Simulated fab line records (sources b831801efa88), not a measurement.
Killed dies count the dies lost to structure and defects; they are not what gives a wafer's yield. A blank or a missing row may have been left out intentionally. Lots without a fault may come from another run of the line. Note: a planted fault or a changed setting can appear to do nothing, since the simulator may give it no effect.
A lot that was struck, set against a sound lot ; flow gf180mcu ; 16 steps out of a route of 602
Sound: these wafers, L330.1, L330.3, L330.5. Wafers struck: L333.1, L333.5. At the end, the cause is stated.
For every step that has rows: the tool of each side, followed by ch and its chambers, followed by its first start. Under that, the readings that differ: sound wafers ; struck wafers ; difference of the means ; sigmas: that difference in standard deviations of wafers without a fault.
alike: readings whose means differ by less than 2 such deviations, and words and numbers that are the same on both sides. not compared: withheld readings, readings that some wafer has no value for, bounds like >300 that may hide the same value, and numbers for which the record gives no deviation and whose values overlap.
The two part at a step that has a row with sigmas, a row that says differs or no value, or rows on one side only. Numbers that have no deviation but don't overlap get no sigmas and don't part them. A reading that every wafer of one side lacks parts them only if that side has two wafers or more.

GF_M3_SPUTTER_04: material TiN, target thk 50 nm, time 41.7 s.
  sound on pvd_sputter-03 at day 25 17:10; struck on pvd_sputter-03 at day 26 12:34
  alike: chamber_pressure_pa, throttle_valve_pct
GF_M3_RS_MEAS_05: uses a four-point probe to measure.
  sound on film_metro-01 at day 25 17:13; struck on film_metro-02 at day 26 12:37
  alike: M3_ALCU_RS
GF_M3_THK_MEAS_06: measures by xrf.
  sound on film_metro-01 at day 25 17:20; struck on film_metro-02 at day 26 12:44
  alike: M3_ALCU_THK
then, 7 steps without rows for these wafers: GF_M3_DEHYDRATE_07 (time 60 s); GF_M3_HMDS_08 (prime time 60 s); GF_M3_COAT_09 (resist thk 1000 nm); GF_M3_SOFTBAKE_10 (time 60 s); GF_M3_EXPOSE_11 (exposes mask Metal3, target cd 280 nm); GF_M3_PEB_12 (peb time 90 s); GF_M3_DEVELOP_13 (develop time 60 s).
GF_M3_CD_MEAS_14 targets a cd of 280 nm.
  sound on cd_sem-01 at day 26 14:08; struck on cd_sem-01 at day 27 09:20
  alike: cd_nm
GF_M3_OVL_MEAS_15:
  sound on overlay-01 at day 26 14:15; struck on overlay-02 at day 27 09:28
  alike: M3_OVL
GF_M3_METAL_ETCH_16: etches the open film in Cl2/BCl3, stops on SiO2, target depth 750.8 nm, time 125.1 s.
  sound on rie_metal-03 ch 1, day 26 14:17; struck on rie_metal-03 ch 1, day 27 09:29
reading;sound;struck;difference;sigmas
oes_product_au (a.u.);0.990 0.994 0.988;0.856 0.870;-0.128;-26
throttle_valve_pct (%);28.248 28.236 28.231;28.379 28.377;+0.140;+15
model.KrF_of_M3_COAT_09.thk_nm (nm);683.4 683.3 684.3;751.7 751.4;+67.9;
  alike: drypump_motor_current_A
  not compared: rf_hours_counter_h
GF_M3_STRIP_17: strips in O2/N2.
  sound on plasma_asher-03 ch 0,1, day 26 14:25; struck on plasma_asher-03 ch 0,1, day 27 09:37
reading;sound;struck;difference;sigmas
oes_product_au (a.u.);0.535 0.532 0.539;0.567 0.566;+0.031;+7
strip_time_to_endpoint_s (s);7.38 7.36 7.37;8.04 8.04;+0.67;+16
  alike: drypump_motor_current_A, heater_power_w, n2_flow_sccm
  not compared: rf_hours_counter_h
then, 1 step without rows for these wafers: GF_M3_STRIP_18 (strips in post etch residue remover, time 1200 s).
-- the record jumps here: 6 days lie between the struck wafers' starts before and after (it left off in module M3 and takes up again in module PASSIVATION, whose first step shown is number 602 of the route) --
GF_PASSIVATION_PROBE_99:
  sound on prober-02 at day 33 07:19; struck on prober-01 at day 33 20:18
  no value came back on the struck wafers for any of 5 readings (model.etest.contact_to_gate.bv_right_v (V), model.etest.contact_to_gate.bv_left_v (V) and others); on the sound wafers model.etest.contact_to_gate.bv_right_v (V) reads 37.1 37.33 36.38
reading;sound;struck;difference;sigmas
model.etest.met4_comb.over_limit;0 0 0;1 1;+1;
model.etest.pmos_3p3.over_limit;0 0 0;1 1;+1;
model.etest.pmos_6p0.short;0 0 0;1 1;+1;

== WHERE THEY PART ==
Last at GF_PASSIVATION_PROBE_99 as far as this record goes, first at GF_M3_METAL_ETCH_16.

WHY: whatever the simulator had introduced
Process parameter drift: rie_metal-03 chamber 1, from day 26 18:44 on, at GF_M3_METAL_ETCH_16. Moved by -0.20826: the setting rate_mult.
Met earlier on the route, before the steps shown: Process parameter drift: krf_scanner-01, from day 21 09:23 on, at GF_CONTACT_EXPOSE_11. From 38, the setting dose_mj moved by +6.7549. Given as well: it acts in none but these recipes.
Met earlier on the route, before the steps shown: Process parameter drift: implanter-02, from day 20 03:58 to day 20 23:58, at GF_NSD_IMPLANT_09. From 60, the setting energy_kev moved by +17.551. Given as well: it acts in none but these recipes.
